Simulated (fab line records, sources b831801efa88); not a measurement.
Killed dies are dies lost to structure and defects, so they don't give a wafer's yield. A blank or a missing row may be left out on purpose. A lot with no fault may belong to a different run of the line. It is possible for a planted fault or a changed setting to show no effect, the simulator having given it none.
A lot that was struck, set against a sound lot    flow sky130    43 out of 708 route steps
Sound: these wafers, L606.2, L606.3, L606.6. Struck: wafers L603.1, L603.5, L603.6. The cause comes at the end.
Order at every step that has rows: each side's tool, ch and its chambers, its first start. Under that, the readings that differ: sound wafers    struck wafers    difference of the means    sigmas: that difference in standard deviations of wafers without a fault.
alike: a reading whose means differ by less than 2 such deviations, as well as words and numbers matching on both sides. not compared: withheld readings; readings where some wafer has no value; bounds like >300 that might hide an equal value; numbers whose values overlap and for which the record gives no deviation.
A row with sigmas, a row that says differs or no value, or rows on one side alone: a step with any of these is where the two part. Numbers that don't overlap but have no deviation are shown without sigmas and don't part them. Lack of a reading on every wafer of one side parts them only where that side has two or more wafers.

first, 4 steps without rows for these wafers: SKY_METAL4_SOFTBAKE_09 (time 90 s); SKY_METAL4_EXPOSE_10 (exposes mask MM4, target cd 300 nm); SKY_METAL4_PEB_11; SKY_METAL4_DEVELOP_12 (develop time 60 s).
SKY_METAL4_CD_MEAS_13: target cd 300 nm.
  sound: cd sem-02 at day 45 15:29; struck: cd sem-02 at day 45 09:12
  alike: cd nm
SKY_METAL4_OVL_MEAS_14:
  sound: overlay-02 at day 45 15:36; struck: overlay-02 at day 45 09:19
  alike: METAL4_OVL
then, 3 steps without rows for these wafers: SKY_METAL4_DESCUM_15 (chemistry O2, time 8 s); SKY_METAL4_ETCH_16 (etches BARC in N2/H2, stops on SiO2, time 88.2 s, target depth 60 nm); SKY_METAL4_ETCH_17 (etches SiO2 in C4F8/O2/Ar, stops on TiN, time 3.9 s, target depth 15 nm).
SKY_METAL4_METAL_ETCH_18: etches the open film in Cl2/BCl3, stops on SiO2, target depth 845 nm, time 183.1 s.
  sound on rie metal-03 ch 1, day 45 15:50; struck on rie metal-04 ch 0,1, day 45 09:38
  alike: drypump motor current A, oes product au, rf fwd power W, throttle valve pct
  not compared: rf hours counter h
then, 2 steps without rows for these wafers: SKY_METAL4_STRIP_19 (strips in O2/N2); SKY_METAL4_STRIP_20 (strips in post etch residue remover, time 1200 s).
SKY_METAL4_CLEAN_21: cleans in IPA, time 180 s.
  sound on wet bench-02 ch 0, day 45 16:35; struck on wet bench-02 ch 3, day 45 10:16
then, 2 steps without rows for these wafers: SKY_METAL4_CLEAN_22 (cleans in O3/DIW); SKY_VIA4_HDPCVD_00 (deposits SiO2, target thk 1750 nm, time 291.7 s).
SKY_VIA4_THK_MEAS_01:
  sound: film metro-02 at day 45 16:58; struck: film metro-02 at day 45 10:41
  alike: VIA4_HDPCVD_THK
then, 1 step without rows for these wafers: SKY_VIA4_CMP_02 (polishes SiO2).
SKY_VIA4_BOW_MEAS_03:
  sound: film metro-02 at day 45 17:20; struck: film metro-02 at day 45 11:05
  alike: VIA4_BOW
then, 7 steps without rows for these wafers: SKY_VIA4_DEHYDRATE_04 (time 60 s); SKY_VIA4_HMDS_05 (prime time 60 s); SKY_VIA4_COAT_06 (resist thk 1140 nm); SKY_VIA4_SOFTBAKE_07 (time 58.37 s); SKY_VIA4_EXPOSE_08 (exposes mask VIM4, target cd 800 nm); SKY_VIA4_PEB_09; SKY_VIA4_DEVELOP_10 (develop time 60 s).
SKY_VIA4_OVL_MEAS_11:
  sound: overlay-02 at day 46 13:55; struck: overlay-01 at day 46 07:43
  alike: VIA4_OVL
then, 6 steps without rows for these wafers: SKY_VIA4_ETCH_12 (etches SiO2 in C4F8/O2/Ar, stops on TiN, target depth 580 nm); SKY_VIA4_STRIP_13 (strips in O2/N2); SKY_VIA4_STRIP_14 (strips in post etch residue remover, time 1200 s); SKY_VIA4_CLEAN_15 (cleans in IPA, time 180 s); SKY_VIA4_CLEAN_16 (cleans in O3/DIW); SKY_VIA4_SPUTTER_17 (material TiN, target thk 20 nm, time 80 s).
SKY_VIA4_CVD_18: deposits W, target thk 505 nm, time 152.14 s.
  sound on cvd w-02 ch 0,1, day 46 14:40; struck on cvd w-02 ch 0,1, day 46 08:28
  alike: heater power w
SKY_VIA4_RS_MEAS_19: the measuring method here is four-point-probe.
  sound: film metro-03 at day 46 14:50; struck: film metro-02 at day 46 08:37
  alike: VIA4_W_RS
SKY_VIA4_THK_MEAS_20: measures by xrf.
  sound: film metro-03 at day 46 14:57; struck: film metro-02 at day 46 08:44
  alike: VIA4_W_THK
then, 2 steps without rows for these wafers: SKY_VIA4_CMP_21 (polishes, stops on SiO2, t overpolish 25 s, target thk 0 nm); SKY_METAL5_SPUTTER_00 (material Ti, target thk 15 nm, time 10 s).
SKY_METAL5_SPUTTER_01: material TiN, target thk 20 nm, time 16.7 s.
  sound: pvd sputter-03 at day 46 15:25; struck: pvd sputter-03 at day 46 09:19
  alike: throttle valve pct
SKY_METAL5_SPUTTER_02: material AlCu, target thk 1150 nm, time 61.2 s.
  sound: pvd sputter-03 at day 46 15:26; struck: pvd sputter-03 at day 46 09:20
  alike: throttle valve pct
then, 1 step without rows for these wafers: SKY_METAL5_SPUTTER_03 (material Ti, target thk 5 nm, time 3.3 s).
SKY_METAL5_SPUTTER_04: material TiN, target thk 70 nm, time 58.3 s.
  sound: pvd sputter-03 at day 46 15:31; struck: pvd sputter-03 at day 46 09:25
  alike: throttle valve pct
SKY_METAL5_RS_MEAS_05: the measuring method here is four-point-probe.
  sound: film metro-01 at day 46 15:35; struck: film metro-02 at day 46 09:28
  alike: METAL5_ALCU_RS
-- the record jumps here: 3 days lie between the struck wafers' starts before and after (it left off in module METAL5 and takes up again in module PAD_OPEN, whose first step shown is number 708 of the route) --
SKY_PAD_OPEN_PROBE_99:
  sound: prober-02 at day 49 06:02; struck: prober-01 at day 49 01:08
reading                                sound               struck             difference  sigmas
defect limited yield (%)               82.7 83.1 83.9      70.7 72.8 70.9     -11.8       -6
killed_at_M4_up                        1 4 3               68 66 64           +63         +35
killed at other                        3 0 1               0 0 0              -1          -2
killed dies                            85 83 79            144 134 143        +58         +6
sort_bin_3_pad_short (%)               1.2 0.6 0.4         4.1 4.3 4.9        +3.7        +10
sort_bin_5_function (%)                9.8 10.4 9.6        17.7 15.0 17.5     +6.8        +5
sort n pass                            405 408 413         347 357 348        -58         -6
sort yield pct (%)                     82.3 82.9 83.9      70.5 72.6 70.7     -11.8       -6
model.etest.tester.sort n pass         405 408 413         347 357 348        -58         
model.etest.tester.sort yield pct (%)  82.32 82.93 83.94   70.53 72.56 70.73  -11.79      
model.etest.tester.sort_bin_5_pct (%)  9.756 10.37 9.553   17.68 15.04 17.48  +6.84       
model.etest.tester.sort_bin_3_pct (%)  1.22 0.6098 0.4065  4.065 4.268 4.878  +3.658      
  alike: killed_at_M0_to_M3, killed at contacts, killed at front end, killed open, killed short, sort_bin_6_memory, sort_bin_8_speed

== WHERE THEY PART ==
SKY_PAD_OPEN_PROBE_99 only, going by this record.

WHY: what the simulator had put in
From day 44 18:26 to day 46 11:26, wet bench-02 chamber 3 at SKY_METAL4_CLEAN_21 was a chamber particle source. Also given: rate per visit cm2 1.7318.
